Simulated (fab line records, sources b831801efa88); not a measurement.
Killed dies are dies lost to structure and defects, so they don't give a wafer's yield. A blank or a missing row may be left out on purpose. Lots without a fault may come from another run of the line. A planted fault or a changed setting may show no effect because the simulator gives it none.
fab line records | flow sky130
record lots=5 wafers=15 last_day=52
route steps=708 shown VIA3@591 METAL4@598 CAP2M@603 PAD_OPEN@708
lots that met no fault: from a run of the same line without faults
start_h: hours from the record's first day to the start of the lot's first wafer shown | wait_h: hours since the lot's step before | " the same as in the row above | L1.1+2: a row that stands for several wafers | - no value, or no start given | * or withheld: withheld | < > ~ a bound
route shown NAME@n: a module of which the file shows steps, and the number in the route of the first | usual: mean/standard deviation of fault-free wafers | same: alike in all rows | chamber/n: place in a boat | sites: the reading at each site | _std_site: their standard deviation | _edge_site: outer sites' mean less inner sites' | radius_mm: how far each site lies from the wafer's centre | mask NAME#n: copy n | behind: the tool/chamber that last shaped the wafer | hold: why the lot was held/for how many hours/how that ended | device: the transistor (n, p or np) that didn't switch | end of line: the same wafers' tests at the end of the route | a step without rows: its recipe alone | killed: dies lost to structure and defects at the first sort, not the wafer's yield | map: a wafer's dies, x killed, . not, _ none there
set.NAME: the setting as run; set.NAME@STEP: as run at that earlier step | model.NAME: the simulator's own value behind a step, which no gauge read
lots at some steps of the route; a table a step, a row a wafer
services: from which hour (start_h, from the record's first day; less than 0 if before it) a tool's chamber was out of use, for how many hours, and why
## steps
# step SKY_VIA3_CLEAN_18
# recipe chemistry=IPA time_s=180 temp_c=25
# step SKY_VIA3_CLEAN_19
# recipe chemistry=O3/DIW dry=n2_spin
# step SKY_VIA3_SPUTTER_20
# recipe material=TiN target_thk_nm=20 chamber_pressure_pa=5 power_w=4000 time_s=80
# step SKY_VIA3_CVD_21
# recipe material=W target_thk_nm=390 time_s=117.31 temp_c=400 pressure_torr=40
# step SKY_VIA3_RS_MEAS_22
# recipe thk_meas_gauge=four-point-probe reads=W_of_VIA3_CVD_21+TiN_of_VIA3_SPUTTER_20
# usual VIA3_W_RS=0.296/0.0031
# columns lot.wafer tool chamber start_h wait_h VIA3_W_RS[ohm/sq]
L359.1 film_metro-04 - 987.91 0.1 0.293
L359.4 " - " " 0.296
L359.5 " - " " 0.288
L364.2 film_metro-04 - 993.03 0.1 0.291
L364.3 " - " " 0.292
L364.6 " - " " 0.297
L368.1 film_metro-02 - 1001.31 0.1 0.296
L368.3 " - " " 0.298
L368.5 " - " " 0.299
L376.2 film_metro-02 - 1124.63 0.1 0.295
L376.4 " - " " 0.296
L376.6 " - " " 0.293
L379.2 film_metro-04 - 1128.82 0.1 0.296
L379.5 " - " " 0.300
L379.6 " - " " 0.299
# step SKY_VIA3_THK_MEAS_23
# recipe thk_meas_gauge=xrf reads=W_of_VIA3_CVD_21
# usual VIA3_W_THK=378/5
# columns lot.wafer tool chamber start_h wait_h VIA3_W_THK[nm]
L359.1 film_metro-04 - 988.03 0.1 379
L359.4 " - " " 379
L359.5 " - " " 384
L364.2 film_metro-04 - 993.14 0.1 382
L364.3 " - " " 380
L364.6 " - " " 375
L368.1 film_metro-02 - 1001.43 0.1 375
L368.3 " - " " 371
L368.5 " - " " 372
L376.2 film_metro-02 - 1124.74 0.1 378
L376.4 " - " " 374
L376.6 " - " " 378
L379.2 film_metro-04 - 1128.93 0.1 378
L379.5 " - " " 373
L379.6 " - " " 374
# step SKY_VIA3_CMP_24
# recipe stop_on=SiO2 t_overpolish_s=20 down_force_psi=3.5 platen_rpm=60 target_thk_nm=0 pad_velocity_m_s=0.94248
# usual motor_current_A=11.4/0.93 overpolish_run_s=20.000/0.0095 time_to_endpoint_s=95/6.4
# same t_overpolish_s=20
# columns lot.wafer tool chamber start_h wait_h motor_current_A overpolish_run_s time_to_endpoint_s
L359.4 cmp-02 3 988.09 0.0 11.4 19.996 94
L359.1 " 1 " " 11.5 20.015 106
L359.5 " 3 " " 11.7 19.992 95
L364.2 cmp-01 1 993.24 0.1 10.2 20.009 94
L364.3 " 3 " " 11.4 20.009 96
L364.6 " 1 " " 9.8 19.988 91
L368.3 cmp-02 2 1001.49 0.0 12.5 19.991 92
L368.1 " 1 " " 12.0 19.985 106
L368.5 " 2 " " 11.8 20.008 90
L376.2 cmp-02 0 1124.79 0.0 11.3 19.979 97
L376.4 " 3 " " 11.1 19.995 89
L376.6 " 0 " " 10.8 20.000 93
L379.2 cmp-01 1 1129.03 0.1 10.4 20.012 86
L379.6 " 0 " " 11.7 19.996 96
L379.5 " 1 " " 9.9 19.992 86
# step SKY_METAL4_SPUTTER_00
# recipe material=Ti target_thk_nm=15 power_w=3000 time_s=10 chamber_pressure_pa=0.4
# step SKY_METAL4_SPUTTER_01
# recipe material=TiN target_thk_nm=20 power_w=6500 time_s=16.7 chamber_pressure_pa=0.4
# usual throttle_valve_pct=29.8/1.2
# columns lot.wafer tool chamber start_h wait_h throttle_valve_pct
L359.1 pvd_sputter-03 - 988.41 0.0 30.1
L359.4 " - " " 28.3
L359.5 " - " " 28.2
L364.2 pvd_sputter-04 - 993.51 0.0 32.8
L364.3 " - " " 29.5
L364.6 " - " " 29.4
L368.1 pvd_sputter-03 - 1001.82 0.0 28.2
L368.3 " - " " 30.7
L368.5 " - " " 29.8
L376.2 pvd_sputter-04 - 1125.11 0.0 29.8
L376.4 " - " " 29.7
L376.6 " - " " 29.4
L379.2 pvd_sputter-04 - 1129.30 0.0 29.5
L379.5 " - " " 29.4
L379.6 " - " " 29.5
# step SKY_METAL4_SPUTTER_02
# recipe material=AlCu target_thk_nm=735 power_w=10600 time_s=39.1 chamber_pressure_pa=0.4
# step SKY_METAL4_SPUTTER_03
# recipe material=Ti target_thk_nm=5 power_w=3000 time_s=3.3 chamber_pressure_pa=0.4
# usual throttle_valve_pct=29.8/1.2
# columns lot.wafer tool chamber start_h wait_h throttle_valve_pct
L359.1 pvd_sputter-03 - 988.47 0.0 30.6
L359.4 " - " " 28.1
L359.5 " - " " 28.1
L364.2 pvd_sputter-04 - 993.57 0.0 32.7
L364.3 " - " " 29.4
L364.6 " - " " 29.8
L368.1 pvd_sputter-03 - 1001.88 0.0 28.2
L368.3 " - " " 30.2
L368.5 " - " " 30.1
L376.2 pvd_sputter-04 - 1125.18 0.0 29.7
L376.4 " - " " 29.6
L376.6 " - " " 29.7
L379.2 pvd_sputter-04 - 1129.36 0.0 29.4
L379.5 " - " " 29.5
L379.6 " - " " 30.0
# step SKY_METAL4_SPUTTER_04
# recipe material=TiN target_thk_nm=70 power_w=6500 time_s=58.3 chamber_pressure_pa=0.4
# usual throttle_valve_pct=29.8/1.2
# columns lot.wafer tool chamber start_h wait_h throttle_valve_pct
L359.1 pvd_sputter-03 - 988.49 0.0 30.1
L359.4 " - " " 27.8
L359.5 " - " " 28.1
L364.2 pvd_sputter-04 - 993.59 0.0 32.7
L364.3 " - " " 29.5
L364.6 " - " " 29.8
L368.1 pvd_sputter-03 - 1001.90 0.0 28.1
L368.3 " - " " 30.4
L368.5 " - " " 30.4
L376.2 pvd_sputter-04 - 1125.20 0.0 29.3
L376.4 " - " " 29.7
L376.6 " - " " 29.2
L379.2 pvd_sputter-04 - 1129.38 0.0 29.7
L379.5 " - " " 29.4
L379.6 " - " " 29.6
# step SKY_CAP2M_CVD_00
# recipe material=SiO2 target_thk_nm=15.5 temp_c=400 time_s=withheld rf_w=450
# usual heater_power_w=662/71 rf_fwd_power_W=442.1/2.6
# columns lot.wafer tool chamber start_h wait_h heater_power_w rf_fwd_power_W model.SiO2_of_CAP2M_CVD_00.thk_nm
L359.1 pecvd-02 2 988.54 0.0 713 443.4 15.31
L359.4 " 0 " " 695 443.8 15.27
L359.5 " 2 " " 716 445.3 15.59
L364.2 pecvd-01 2 993.64 0.0 555 440.1 15.39
L364.3 " 0 " " 708 445.8 14.93
L364.6 " 1 " " 700 444.2 15.55
L368.1 pecvd-02 0 1001.95 0.0 781 445.3 15.08
L368.3 " 0 " " 789 445.3 9.615
L368.5 " 2 " " 674 442.6 9.844
L376.2 pecvd-01 2 1125.25 0.0 574 439.8 15.19
L376.4 " 2 " " 589 439.3 15.43
L376.6 " 1 " " 555 442.1 15.94
L379.2 pecvd-01 2 1129.43 0.0 551 438.3 15.13
L379.5 " 2 " " 563 437.9 15.41
L379.6 " 1 " " 625 440.9 15.74
# step SKY_CAP2M_THK_MEAS_01
# recipe reads=SiO2_of_CAP2M_CVD_00
# usual CAP2M_CVD_00_THK=15.40/0.24
# columns lot.wafer tool chamber start_h wait_h CAP2M_CVD_00_THK[nm]
L359.1 film_metro-03 - 988.56 - 15.29
L359.4 " - " " 15.24
L359.5 " - " " 15.58
L364.2 film_metro-04 - 993.67 - 15.41
L364.3 " - " " 14.93
L364.6 " - " " 15.54
L368.1 film_metro-03 - 1001.98 - 15.01
L368.3 " - " " 9.63
L368.5 " - " " 9.86
L376.2 film_metro-01 - 1125.28 - 15.18
L376.4 " - " " 15.45
L376.6 " - " " 15.95
L379.2 film_metro-01 - 1129.46 - 15.11
L379.5 " - " " 15.41
L379.6 " - " " 15.75
# step SKY_CAP2M_SPUTTER_02
# recipe material=TiN target_thk_nm=200 temp_c=300 power_w=6500 time_s=166.7 chamber_pressure_pa=0.4
# step SKY_CAP2M_RS_MEAS_03
# recipe thk_meas_gauge=four-point-probe reads=TiN_of_CAP2M_SPUTTER_02
# usual CAP2M_TIN_RS=6.90/0.096
# columns lot.wafer tool chamber start_h wait_h CAP2M_TIN_RS[ohm/sq]
L359.1 film_metro-01 - 988.73 0.1 7.00
L359.4 " - " " 7.05
L359.5 " - " " 6.99
L364.2 film_metro-01 - 993.85 0.1 7.02
L364.3 " - " " 6.88
L364.6 " - " " 6.97
L368.1 film_metro-04 - 1002.15 0.1 6.88
L368.3 " - " " 6.83
L368.5 " - " " 6.81
L376.2 film_metro-03 - 1125.46 0.1 6.93
L376.4 " - " " 7.01
L376.6 " - " " 6.88
L379.2 film_metro-04 - 1129.64 0.1 6.80
L379.5 " - " " 6.90
L379.6 " - " " 6.78
# step SKY_CAP2M_THK_MEAS_04
# recipe thk_meas_gauge=xrf reads=TiN_of_CAP2M_SPUTTER_02
# usual CAP2M_TIN_THK=198.8/2.8
# columns lot.wafer tool chamber start_h wait_h CAP2M_TIN_THK[nm]
L359.1 film_metro-01 - 988.85 0.1 195.1
L359.4 " - " " 193.9
L359.5 " - " " 196.0
L364.2 film_metro-01 - 993.96 0.1 193.8
L364.3 " - " " 198.5
L364.6 " - " " 196.7
L368.1 film_metro-04 - 1002.27 0.1 198.7
L368.3 " - " " 201.0
L368.5 " - " " 200.5
L376.2 film_metro-03 - 1125.57 0.1 199.0
L376.4 " - " " 197.4
L376.6 " - " " 200.8
L379.2 film_metro-04 - 1129.75 0.1 201.4
L379.5 " - " " 199.9
L379.6 " - " " 202.7
# step SKY_CAP2M_DEHYDRATE_05
# recipe temp_c=200 time_s=60
# step SKY_CAP2M_HMDS_06
# recipe prime_time_s=60 prime_temp_c=120
# step SKY_CAP2M_COAT_07
# recipe resist=NOVOLAK spin_rpm=3000 resist_thk_nm=1140
# step SKY_CAP2M_SOFTBAKE_08
# recipe temp_c=90 time_s=60 resist=NOVOLAK
# step SKY_CAP2M_EXPOSE_09
# recipe mask_id=CAP2M na=0.6 source_shape=conventional sigma_outer=0.6 polarization=unpolarized target_cd_nm=1000 dose_mj=159
# step SKY_CAP2M_PEB_10
# recipe temp_c=withheld time_s=* resist=NOVOLAK
# step SKY_CAP2M_DEVELOP_11
# recipe resist=NOVOLAK developer=TMAH develop_time_s=60 dev_temp_c=23
# step SKY_CAP2M_OVL_MEAS_12
# usual CAP2M_OVL=-1.1/1.5
# columns lot.wafer tool chamber start_h wait_h CAP2M_OVL[nm]
L359.1 overlay-02 - 1013.95 0.1 -0.3
L359.4 " - " " -0.9
L359.5 " - " " 0.7
L364.2 overlay-01 - 1017.90 0.1 1.0
L364.3 " - " " 0.1
L364.6 " - " " 1.8
L368.1 overlay-01 - 1027.40 0.1 -1.8
L368.3 " - " " -2.7
L368.5 " - " " -1.8
L376.2 overlay-02 - 1145.23 0.1 -0.5
L376.4 " - " " -3.2
L376.6 " - " " -3.4
L379.2 overlay-01 - 1148.10 0.1 -2.4
L379.5 " - " " -2.1
L379.6 " - " " -5.5
# step SKY_CAP2M_METAL_ETCH_13
# recipe target_depth_nm=220 stop_on=SiO2 chemistry=Cl2/BCl3 target=TiN pressure_mtorr=10 icp_w=900 bias_w=48.5 Cl2_flow_sccm=60 bcl3_flow_sccm=30 time_s=62.9
# step SKY_CAP2M_STRIP_14
# recipe chemistry=O2/N2 power_w=1400 pressure_mtorr=1500 platen_temp_c=withheld o2_flow_sccm=3000 n2_flow_sccm=300 overash_fraction=0.5
# step SKY_CAP2M_STRIP_15
# recipe chemistry=post_etch_residue_remover time_s=1200 temp_c=72.5
# step SKY_CAP2M_CLEAN_16
# recipe chemistry=IPA time_s=180 temp_c=25
# step SKY_CAP2M_CLEAN_17
# recipe chemistry=O3/DIW dry=n2_spin
# step SKY_METAL4_DEHYDRATE_05
# recipe temp_c=200 time_s=60
# step SKY_METAL4_HMDS_06
# recipe prime_time_s=60 prime_temp_c=120
# step SKY_METAL4_COAT_07
# recipe resist=BARC temp_c=withheld time_s=withheld spin_rpm=3000 resist_thk_nm=60
# step SKY_METAL4_COAT_08
# recipe resist=KrF-thick spin_rpm=3000 resist_thk_nm=1140
# step SKY_METAL4_SOFTBAKE_09
# recipe temp_c=100 time_s=90 resist=KrF-thick
# step SKY_METAL4_EXPOSE_10
# recipe mask_id=MM4 na=0.68 source_shape=annular sigma_inner=0.4 sigma_outer=0.8 target_cd_nm=300 dose_mj=28
# step SKY_METAL4_PEB_11
# recipe peb_temp_c=withheld peb_time_s=withheld resist=KrF-thick
# step SKY_METAL4_DEVELOP_12
# recipe develop_time_s=60 resist=KrF-thick dev_temp_c=21
# step SKY_METAL4_CD_MEAS_13
# recipe target_cd_nm=300
# usual cd_nm=300.0/1.4
# columns lot.wafer tool chamber start_h wait_h cd_nm
L359.1 cd_sem-01 - 1039.25 - 299.6
L359.4 " - " " 299.4
L359.5 " - " " 298.7
L364.2 cd_sem-02 - 1043.19 - 300.5
L364.3 " - " " 300.4
L364.6 " - " " 301.0
L368.1 cd_sem-02 - 1052.52 - 300.8
L368.3 " - " " 302.7
L368.5 " - " " 301.2
L376.2 cd_sem-02 - 1164.34 - 300.5
L376.4 " - " " 300.5
L376.6 " - " " 300.1
L379.2 cd_sem-02 - 1167.34 - 297.6
L379.5 " - " " 297.7
L379.6 " - " " 297.2
# step SKY_METAL4_OVL_MEAS_14
# usual METAL4_OVL=1/5.1
# columns lot.wafer tool chamber start_h wait_h METAL4_OVL[nm]
L359.1 overlay-02 - 1039.37 0.1 2
L359.4 " - " " -3
L359.5 " - " " 9
L364.2 overlay-01 - 1043.30 0.1 -4
L364.3 " - " " -7
L364.6 " - " " -1
L368.1 overlay-01 - 1052.64 0.1 8
L368.3 " - " " 6
L368.5 " - " " 7
L376.2 overlay-01 - 1164.45 0.1 -1
L376.4 " - " " 7
L376.6 " - " " -2
L379.2 overlay-01 - 1167.44 0.1 1
L379.5 " - " " -5
L379.6 " - " " 0
# step SKY_METAL4_DESCUM_15
# recipe chemistry=O2 source_power_w=150 bias_power_w=0 pressure_mtorr=10 temp_c=40 time_s=8
# step SKY_METAL4_ETCH_16
# recipe chemistry=N2/H2 target=BARC ion_energy_ev=200 bias_w=100 pressure_mtorr=30 n2_flow_sccm=100 h2_flow_sccm=200 icp_w=500 stop_on=SiO2 time_s=88.2 target_depth_a=600
# usual chamber_pressure_mTorr=30.001/0.029 drypump_motor_current_A=5.6/0.32 oes_product_au=0.625/0.0044 rf_fwd_power_W=497.4/1.7 throttle_valve_pct=13.204/0.009
# columns lot.wafer tool chamber start_h wait_h chamber_pressure_mTorr drypump_motor_current_A oes_product_au rf_fwd_power_W rf_hours_counter_h throttle_valve_pct
L359.1 rie_metal-04 1 1039.43 0.0 29.979 5.7 0.626 496.1 6 13.205
L359.4 " 0 " " 30.000 5.9 0.623 499.4 - 13.209
L359.5 " 0 " " 30.044 5.9 0.626 496.8 - 13.196
L364.2 rie_metal-04 1 1043.36 0.0 30.023 5.7 0.628 495.8 7 13.204
L364.3 " 0 " " 30.020 5.9 0.621 497.7 - 13.205
L364.6 " 0 " " 30.011 5.9 0.628 500.5 - 13.206
L368.1 rie_metal-04 1 1052.71 0.0 30.050 5.7 0.618 497.5 8 13.200
L368.3 " 0 " " 29.971 5.9 0.630 499.4 - 13.183
L368.5 " 1 " " 29.980 5.7 0.622 498.7 - 13.198
L376.2 rie_metal-02 1 1164.51 0.0 30.048 5.5 0.624 498.3 7 13.221
L376.4 " 0 " " 30.004 5.9 0.632 500.2 - 13.210
L376.6 " 1 " " 30.027 5.5 0.633 499.0 - 13.212
L379.2 rie_metal-02 1 1167.57 0.1 30.034 5.5 0.631 500.6 - 13.198
L379.5 " 1 " " 30.054 5.5 0.624 497.9 - 13.210
L379.6 " 1 " " 30.010 5.5 0.628 496.5 - 13.181
# step SKY_METAL4_ETCH_17
# recipe target=SiO2 stop_on=TiN chemistry=C4F8/O2/Ar source_w=1500 bias_w=1200 pressure_mtorr=40 c4f8_flow_sccm=withheld O2_flow_sccm=6 Ar_flow_sccm=300 time_s=3.9 target_depth_a=150
# usual chamber_pressure_mTorr=40.00/0.039 oes_product_au=0.752/0.0076 rf_fwd_power_W=1467/5.8
# columns lot.wafer tool chamber start_h wait_h chamber_pressure_mTorr oes_product_au rf_fwd_power_W rf_hours_counter_h
L359.1 rie_diel-03 0 1039.53 0.1 40.03 0.757 1469 5
L359.4 " 2 " " 39.99 0.753 1475 14
L359.5 " 2 " " 40.04 0.755 1470 -
L364.2 rie_diel-02 1 1043.46 0.1 40.11 0.747 1468 19
L364.3 " 2 " " 40.04 0.749 1457 14
L364.6 " 2 " " 39.95 0.755 1462 -
L368.1 rie_diel-04 1 1052.81 0.1 39.96 0.743 1474 14
L368.3 " 2 " " 39.98 0.616 1462 6
L368.5 " 3 " " 40.03 0.623 1471 -
L376.2 rie_diel-04 1 1164.61 0.1 40.05 0.750 1471 18
L376.4 " 0 " " 39.90 0.749 1463 8
L376.6 " 1 " " 40.02 0.762 1474 -
L379.2 rie_diel-02 3 1167.73 0.1 40.05 0.743 1464 20
L379.5 " 1 " " 40.04 0.759 1467 -
L379.6 " 0 " " 40.03 0.757 1468 -
# step SKY_PAD_OPEN_PROBE_99
# usual defect_limited_yield=82.5/1.8 killed_at_M0_to_M3=45/6.3 killed_at_M4_up=2.8/1.6 killed_at_contacts=24/5.1 killed_at_front_end=14/4.4 killed_at_other=0.4/0.73 killed_dies=86/9 killed_open=47/7.8 killed_short=39/6.6
# same gross_dies=492 killed_at_back_side=0
# columns lot.wafer tool chamber start_h wait_h defect_limited_yield[%] killed_at_M0_to_M3 killed_at_M4_up killed_at_contacts killed_at_front_end killed_at_other killed_dies killed_open killed_short model.etest.tester.sort_n_pass model.etest.tester.sort_yield_pct model.etest.tester.sort_bin_5_pct model.etest.cap_mim2.bv_v model.etest.cap_mim2.leak_log10_a_cm2 model.etest.cap_mim2.c_ff_um2 model.etest.tester.sort_bin_4_pct model.etest.tester.sort_bin_8_pct
L359.1 prober-01 - 1134.95 0.1 82.9 37 2 31 14 0 84 53 31 408 82.93 10.16 13.29 -9.178 2.364 0 0
L359.4 prober-01 - 1135.10 0.2 83.1 37 3 28 15 0 83 49 34 409 83.13 11.38 13.68 -8.872 2.372 0 0
L359.5 prober-01 - 1135.15 0.2 78.3 56 3 31 17 0 107 53 54 385 78.25 13.21 13.68 -8.893 2.317 0 0
L364.2 prober-02 - 1139.65 0.1 83.7 41 2 22 15 0 80 41 39 412 83.74 8.74 14.44 -8.901 2.338 0 0
L364.3 prober-02 - 1139.70 0.2 81.3 42 5 28 17 0 92 43 49 400 81.3 10.57 13.03 -8.762 2.439 0 0
L364.6 prober-02 - 1139.85 0.2 82.7 41 3 24 17 0 85 47 37 407 82.72 10.16 13.93 -9.012 2.333 0 0
L368.1 prober-01 - 1147.54 0.1 81.3 43 3 24 20 2 92 53 39 400 81.3 10.98 13.85 -8.816 2.418 0 0
L368.3 prober-01 - 1147.64 0.2 80.3 51 3 18 24 1 97 43 54 0 0 90.85 8.658 -6.605 3.762 6.213e-12 4.028e-16
L368.5 prober-01 - 1147.74 0.2 84.8 41 2 21 11 0 75 38 37 0 0 94.31 8.828 -6.548 3.696 1.694e-13 2.81e-12
L376.2 prober-01 - 1239.98 0.1 80.7 49 3 32 11 0 95 46 49 397 80.69 10.77 13.39 -8.825 2.39 0 0
L376.4 prober-01 - 1240.08 0.2 81.9 46 1 28 14 0 89 48 40 403 81.91 10.98 13.87 -9.05 2.363 0 0
L376.6 prober-01 - 1240.18 0.2 82.7 40 3 20 21 1 85 52 32 407 82.72 10.57 14.02 -9.068 2.278 0 0
L379.2 prober-01 - 1242.71 0.1 79.9 53 0 21 24 1 99 56 43 393 79.88 11.18 13.61 -8.813 2.405 0 0
L379.5 prober-01 - 1242.86 0.2 83.5 40 4 20 17 0 81 50 31 411 83.54 9.756 13.82 -8.817 2.353 0 0
L379.6 prober-01 - 1242.91 0.2 78.3 54 1 31 21 0 107 69 38 385 78.25 13.21 14.36 -9.285 2.293 0 0
# killed by level:class
L359.1 VIA1:geometric_particle:open=13 CONTACT:geometric_particle:open=11 LI_CONTACT:geometric_particle:open=9 POLY_GATE:geometric_particle:open=6 METAL1:geometric_particle:short=5 LI_CONTACT:geometric_particle:short=4 LOCAL_INTERCONNECT:geometric_particle:short=4 VIA2:geometric_particle:open=4
L359.4 VIA1:geometric_particle:open=14 CONTACT:geometric_particle:open=10 FIELD_ISO:geometric_particle:short=9 LI_CONTACT:geometric_particle:open=8 CONTACT:geometric_particle:short=6 VIA2:geometric_particle:open=6 FIELD_ISO:geometric_particle:open=3 METAL1:geometric_particle:short=3
L359.5 CONTACT:geometric_particle:open=11 VIA1:geometric_particle:open=8 VIA3:geometric_particle:open=8 METAL1:geometric_particle:short=7 METAL3:geometric_particle:short=7 FIELD_ISO:geometric_particle:short=6 LI_CONTACT:geometric_particle:open=6 VIA2:geometric_particle:open=6
L364.2 FIELD_ISO:geometric_particle:short=7 CONTACT:geometric_particle:open=7 VIA2:geometric_particle:open=7 VIA3:geometric_particle:open=7 LI_CONTACT:geometric_particle:open=6 METAL3:geometric_particle:short=6 VIA1:geometric_particle:open=5 POLY_GATE:geometric_particle:short=4
L364.3 LI_CONTACT:geometric_particle:open=9 VIA1:geometric_particle:open=9 VIA2:geometric_particle:open=8 CONTACT:geometric_particle:short=7 LOCAL_INTERCONNECT:geometric_particle:short=7 VIA3:geometric_particle:open=7 POLY_GATE:geometric_particle:short=5 METAL1:geometric_particle:short=5
L364.6 VIA1:geometric_particle:open=10 LI_CONTACT:geometric_particle:open=8 FIELD_ISO:geometric_particle:short=7 VIA2:geometric_particle:open=7 METAL1:geometric_particle:short=6 CONTACT:geometric_particle:open=6 VIA3:geometric_particle:open=5 VIA1:geometric_particle:short=4
L368.1 VIA1:geometric_particle:open=9 POLY_GATE:geometric_particle:open=7 LI_CONTACT:geometric_particle:open=7 CONTACT:geometric_particle:open=7 VIA2:geometric_particle:open=7 LOCAL_INTERCONNECT:geometric_particle:short=5 VIA1:geometric_particle:short=5 METAL1:geometric_particle:short=5
L368.3 METAL1:geometric_particle:short=10 VIA2:geometric_particle:open=9 FIELD_ISO:geometric_particle:short=8 VIA1:geometric_particle:open=6 FIELD_ISO:geometric_particle:open=5 VIA1:geometric_particle:short=5 LI_CONTACT:geometric_particle:open=5 VIA3:geometric_particle:short=5
L368.5 VIA1:geometric_particle:open=11 CONTACT:geometric_particle:open=7 LOCAL_INTERCONNECT:geometric_particle:short=6 VIA2:geometric_particle:short=5 VIA2:geometric_particle:open=5 VIA3:geometric_particle:open=5 FIELD_ISO:geometric_particle:short=4 CONTACT:geometric_particle:short=4
L376.2 CONTACT:geometric_particle:open=10 VIA2:geometric_particle:open=9 VIA1:geometric_particle:open=9 LI_CONTACT:geometric_particle:short=8 LOCAL_INTERCONNECT:geometric_particle:short=6 METAL2:geometric_particle:short=5 VIA3:geometric_particle:short=5 VIA3:geometric_particle:open=5
L376.4 VIA1:geometric_particle:open=10 CONTACT:geometric_particle:open=9 VIA3:geometric_particle:open=9 VIA1:geometric_particle:short=7 LI_CONTACT:geometric_particle:open=7 CONTACT:geometric_particle:short=4 LOCAL_INTERCONNECT:geometric_particle:short=4 METAL1:geometric_particle:short=4
L376.6 VIA1:geometric_particle:open=13 CONTACT:geometric_particle:open=11 METAL2:geometric_particle:short=9 FIELD_ISO:geometric_particle:open=5 LI_CONTACT:geometric_particle:open=5 VIA2:geometric_particle:open=5 POLY_GATE:geometric_particle:open=4 VIA1:geometric_particle:short=4
L379.2 VIA1:geometric_particle:open=12 VIA2:geometric_particle:open=10 FIELD_ISO:geometric_particle:short=8 CONTACT:geometric_particle:open=7 VIA1:geometric_particle:short=6 LI_CONTACT:geometric_particle:open=5 VIA3:geometric_particle:open=5 POLY_GATE:geometric_particle:open=4
L379.5 VIA1:geometric_particle:open=14 LI_CONTACT:geometric_particle:open=7 VIA2:geometric_particle:open=7 POLY_GATE:geometric_particle:open=5 CONTACT:geometric_particle:short=5 VIA3:geometric_particle:open=5 FIELD_ISO:geometric_particle:short=4 CONTACT:geometric_particle:open=4
L379.6 VIA1:geometric_particle:open=15 LI_CONTACT:geometric_particle:open=12 CONTACT:geometric_particle:open=11 FIELD_ISO:geometric_particle:open=7 VIA3:geometric_particle:open=7 VIA2:geometric_particle:open=6 POLY_GATE:geometric_particle:open=5 METAL1:geometric_particle:short=5
## services
# columns tool chamber start_h hours kind
rie_diel-04 3 985.74 3.2 repair
rie_metal-04 - 996.06 2.8 pm
rie_diel-03 2 1002.02 9.2 repair
pecvd-01 2 1002.39 16.5 scheduled_down
cmp-01 - 1005.91 0.6 repair
cmp-01 - 1006.19 1.1 repair
rie_metal-02 - 1017.20 0.5 repair
cmp-01 - 1025.01 0.5 repair
pvd_sputter-03 - 1033.16 2.4 repair
pvd_sputter-04 - 1035.67 1.0 repair
pecvd-01 2 1043.02 2.1 scheduled_down
pvd_sputter-04 - 1064.81 2.5 repair
rie_metal-04 - 1082.36 14.6 pm
cmp-02 - 1084.15 4.0 pm
cmp-02 - 1088.15 - consumable_replace:conditioner
pvd_sputter-03 - 1102.28 3.6 repair
rie_metal-02 - 1104.26 14.6 pm
pvd_sputter-04 - 1107.19 1.0 repair
rie_diel-04 0 1130.42 5.8 repair
pecvd-01 0 1137.83 19.5 repair
rie_diel-04 1 1148.80 5.3 repair
cmp-02 - 1152.42 0.9 repair
cmp-02 - 1155.33 0.5 repair
cmp-01 - 1165.58 3.1 repair
## key
first_sign step=SKY_CAP2M_THK_MEAS_01 reading=CAP2M_CVD_00_THK direction=down sigmas=24 usual=15.40 struck=9.74
effect step=SKY_METAL4_ETCH_17 reading=oes_product_au direction=down sigmas=18 usual=0.752 struck=0.619
model_effect step=SKY_CAP2M_CVD_00 value=SiO2_of_CAP2M_CVD_00.thk_nm without=15.73 struck=9.73
model_effect step=SKY_PAD_OPEN_PROBE_99 value=etest.tester.sort_n_pass without=406 struck=0
met_at SKY_CAP2M_CVD_00
struck_wafers L368.3,L368.5
onset_between 988.54 1001.95
fault kind=process_parameter_drift tool=pecvd-02 chamber=- onset_h=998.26 steps=SKY_CAP2M_CVD_00 channel=target_thk_nm offset=-5.9686 shape=step end_h=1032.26 scope=struck_wafers_only acts_in=these_recipes_only stated=15.5
